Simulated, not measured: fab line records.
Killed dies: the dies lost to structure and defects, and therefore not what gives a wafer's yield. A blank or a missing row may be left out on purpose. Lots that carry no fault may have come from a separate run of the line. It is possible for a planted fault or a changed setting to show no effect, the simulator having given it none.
What tool caused it? ; flow gf180mcu ; Sampling: 12 lots, 36 wafers, 4 of 602 route steps

## WHAT EACH GAUGE READ, for each wafer
GF_TOP_METAL_OVL_MEAS_15. Usual: TOP_METAL_OVL gives 0.8 nm (standard deviation 1.3).
lot;measured;on;TOP_METAL_OVL (nm);flag
L177;day 28 22:36;overlay-01;1.1 0.2 -1.3;
L176;day 29 03:16;overlay-02;-0.6 1.7 0.1;
L180;day 29 06:03;overlay-01;0.8 0.1 1.1;
L181;day 29 06:29;overlay-02;1.9 1.0 -1.8;
L182;day 29 11:34;overlay-02;3.6 2.8 2.3;
L185;day 30 12:36;overlay-01;-1.0 -0.2 -0.7;
L186;day 30 15:27;overlay-01;3.3 2.0 1.6;
L187;day 30 21:48;overlay-02;3.3 0.7 3.9;
L188;day 31 02:28;overlay-02;0.4 0.8 -0.6;
L191;day 32 06:19;overlay-02;163.5 163.7 162.1;OFF
L195;day 33 01:05;overlay-01;161.5 162.0 162.3;OFF
L197;day 33 13:28;overlay-02;0.2 1.3 1.6;

## WHICH TOOL RAN EACH LOT (tool, then ch and the chambers of the sampled wafers, then the start)
lot;GF_V4_ETCH_16;GF_TOP_METAL_SPUTTER_03;GF_TOP_METAL_EXPOSE_11
L177;rieDiel-03 ch 1,3, day 25 01:35;pvdSputter-03, day 28 01:16;ilineStepper-02 ch 0, day 28 11:54
L176;rieDiel-03 ch 1,2,3, day 25 05:50;pvdSputter-02, day 28 05:57;ilineStepper-02 ch 0, day 28 16:30
L180;rieDiel-01 ch 1,3, day 25 07:56;pvdSputter-03, day 28 08:13;ilineStepper-01 ch 0, day 28 19:24
L181;rieDiel-04 ch 1,2, day 25 09:59;pvdSputter-02, day 28 08:53;ilineStepper-02 ch 0, day 28 20:02
L182;rieDiel-03 ch 0,1,2, day 25 16:38;pvdSputter-04, day 28 14:11;ilineStepper-02 ch 0, day 29 01:16
L185;rieDiel-04 ch 2,3, day 26 20:11;pvdSputter-02, day 29 18:04;ilineStepper-02 ch 0, day 30 03:44
L186;rieDiel-04 ch 0,2, day 26 22:50;pvdSputter-04, day 29 20:47;ilineStepper-01 ch 0, day 30 06:08
L187;rieDiel-04 ch 0,2, day 27 06:47;pvdSputter-04, day 30 03:59;ilineStepper-01 ch 0, day 30 13:20
L188;rieDiel-03 ch 0,3, day 27 13:56;pvdSputter-03, day 30 08:56;ilineStepper-01 ch 0, day 30 18:08
L191;rieDiel-01 ch 0,1,2, day 29 00:47;pvdSputter-04, day 31 13:52;ilineStepper-02 ch 0, day 31 22:05
L195;rieDiel-01 ch 0,1,2, day 29 23:47;pvdSputter-02, day 32 09:26;ilineStepper-02 ch 0, day 32 17:16
L197;rieDiel-04 ch 0,1,3, day 30 13:56;pvdSputter-02, day 32 22:49;ilineStepper-01 ch 0, day 33 06:01
- GF_V4_ETCH_16: etches BARC in N2/H2.
- GF_TOP_METAL_SPUTTER_03: material Ti, target thk 5 nm, time 3.3 s.
- GF_TOP_METAL_EXPOSE_11: exposes mask MetalTop, target cd 440 nm.

## AS READ BY THE TOOLS THEMSELVES (means over the sampled wafers that have a number; for cases with no such wafer, the mark the record gives instead)
GF_V4_ETCH_16. Usual: drypumpMotorCurrentA 5.9 A, standard deviation 0.42; oesProductAu 0.855 a.u., standard deviation 0.0046; throttleValvePct 13.225 %, standard deviation 0.009.
lot;tool;drypumpMotorCurrentA (A);oesProductAu (a.u.);throttleValvePct (%);flag
L177;rieDiel-03;5.7;0.856;13.231;
L176;rieDiel-03;6.0;0.852;13.218;
L180;rieDiel-01;5.7;0.854;13.233;
L181;rieDiel-04;6.1;0.857;13.218;
L182;rieDiel-03;5.8;0.853;13.220;
L185;rieDiel-04;5.9;0.859;13.222;
L186;rieDiel-04;6.0;0.857;13.228;
L187;rieDiel-04;5.9;0.855;13.230;
L188;rieDiel-03;5.5;0.851;13.231;
L191;rieDiel-01;6.0;0.856;13.216;
L195;rieDiel-01;6.0;0.856;13.225;
L197;rieDiel-04;5.6;0.858;13.219;

GF_TOP_METAL_SPUTTER_03. Usual: 30.4 % for throttleValvePct, sd 1.2.
lot;tool;throttleValvePct (%);flag
L177;pvdSputter-03;31.0;
L176;pvdSputter-02;29.2;
L180;pvdSputter-03;30.9;
L181;pvdSputter-02;30.0;
L182;pvdSputter-04;31.4;
L185;pvdSputter-02;29.8;
L186;pvdSputter-04;30.6;
L187;pvdSputter-04;31.4;
L188;pvdSputter-03;29.8;
L191;pvdSputter-04;31.1;
L195;pvdSputter-02;29.8;
L197;pvdSputter-02;30.1;

GF_TOP_METAL_EXPOSE_11. Usual: -0.1 nm for focusOffsetNm, sd 0.5.
lot;tool;focusOffsetNm (nm);flag
L177;ilineStepper-02;-0.7;
L176;ilineStepper-02;0.2;
L180;ilineStepper-01;0.2;
L181;ilineStepper-02;0.5;
L182;ilineStepper-02;0.5;
L185;ilineStepper-02;-0.6;
L186;ilineStepper-01;-0.1;
L187;ilineStepper-01;0.5;
L188;ilineStepper-01;-0.1;
L191;ilineStepper-02;0.1;
L195;ilineStepper-02;0.4;
L197;ilineStepper-01;-0.3;

## THE ANSWER, worked out from the rows above alone
Rule: take the mean of a lot's wafers that have a number; if it is more than 3 standard deviations from the usual mean, the lot is off. Also off: a lot with no number at a reading for which 4 or more lots have one. Where the step has rows for the other lots, those lots are counted as sound. The gauges are gone through in route order, then the tools' own readings, and for those a lot's mean is taken as printed above. The first step at which some lot is off is used, and at that step the reading that is off furthest; a lot without a number counts as furthest.
Off: L191, L195, seen at GF_TOP_METAL_OVL_MEAS_15 (TOP_METAL_OVL).
A tool fits if, at a process step before that reading, it ran every lot that is off, and no sound lot after the first of them. Those tools and the gauges at GF_TOP_METAL_OVL_MEAS_15 are tried in the same way. 2 tools fit, rieDiel-01 at GF_V4_ETCH_16 and ilineStepper-02 at GF_TOP_METAL_EXPOSE_11, so this cannot tell which one it is.

## WHAT THE SIMULATOR HAD PUT IN
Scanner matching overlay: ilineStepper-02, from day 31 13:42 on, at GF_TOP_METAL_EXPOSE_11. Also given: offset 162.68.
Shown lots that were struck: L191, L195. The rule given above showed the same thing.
